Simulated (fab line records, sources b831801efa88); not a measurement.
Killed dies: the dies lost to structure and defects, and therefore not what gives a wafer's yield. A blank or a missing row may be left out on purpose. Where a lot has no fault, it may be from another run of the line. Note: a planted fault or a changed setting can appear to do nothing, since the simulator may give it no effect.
What tool caused it?	flow sky130	7 lots, 18 wafers sampled, at 2 steps of a route of 708

== WHAT EACH GAUGE READ, for each wafer ==
SKY_FIELD_ISO_THK_MEAS_25.
lot	measured	on	FIELD_ISO_CVD_24_THK (nm)
L319	day 2 12:19	filmMetro-02	594 603 600
L323	day 3 09:56	filmMetro-04	594 594 587
L325	day 3 21:09	filmMetro-02	606 597 600
L327	day 4 05:56	filmMetro-02	589 597 601
L329	day 4 16:04	filmMetro-01	791 603 790 603
L335	day 5 22:11	filmMetro-01	783 783
L338	day 6 15:41	filmMetro-01	586 589 583

== WHAT TOOL EACH LOT RAN ON (gives the tool, then ch and the chambers of the sampled wafers, and finally the start) ==
lot	SKY_FIELD_ISO_CVD_24
L319	hdpcvd-01 ch 0,1,2, day 2 12:14
L323	hdpcvd-02 ch 0,1,2, day 3 09:52
L325	hdpcvd-01 ch 0,1,2, day 3 21:04
L327	hdpcvd-01 ch 0,1,2, day 4 05:52
L329	hdpcvd-01 ch 0,2, day 4 15:59
L335	hdpcvd-01 ch 2, day 5 22:07
L338	hdpcvd-02 ch 0,1,2, day 6 15:37
- SKY_FIELD_ISO_CVD_24: deposits SiO2, target thk 595 nm, time 99.2 s.

== THE ANSWER, worked out from the rows above alone ==
Rule: what is usual is taken from the lots themselves. Put in order of their means at a reading, lots are off if they are a third of the lots or fewer, leave a main group of 4 or more, and stand apart from it by a gap of 3 or more times the standard deviation of the main group's means; of several such gaps the widest counts. A main group is skipped when, at the precision printed for the reading in the tables above, its means are all equal. Also off: a lot with no number at a reading for which 4 or more lots have one. All remaining lots with rows at the step are treated as sound.
Off: L329, L335, seen at SKY_FIELD_ISO_THK_MEAS_25 (FIELD_ISO_CVD_24_THK). The main group has a mean of 595 nm with a standard deviation of 5.4.
A tool fits if, at a process step before that reading, it ran every lot that is off, and no sound lot after the first of them. Gauges at SKY_FIELD_ISO_THK_MEAS_25: tried the same way as those tools. One fits: hdpcvd-01 at SKY_FIELD_ISO_CVD_24. A fault onset in the window from L327 (day 4 05:52, its last sound lot) to L329 (day 4 15:59, its first lot off) fits.

== WHAT HAD BEEN PUT IN BY THE SIMULATOR ==
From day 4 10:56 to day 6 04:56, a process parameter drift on hdpcvd-01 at SKY_FIELD_ISO_CVD_24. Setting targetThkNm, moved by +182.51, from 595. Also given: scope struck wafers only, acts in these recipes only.
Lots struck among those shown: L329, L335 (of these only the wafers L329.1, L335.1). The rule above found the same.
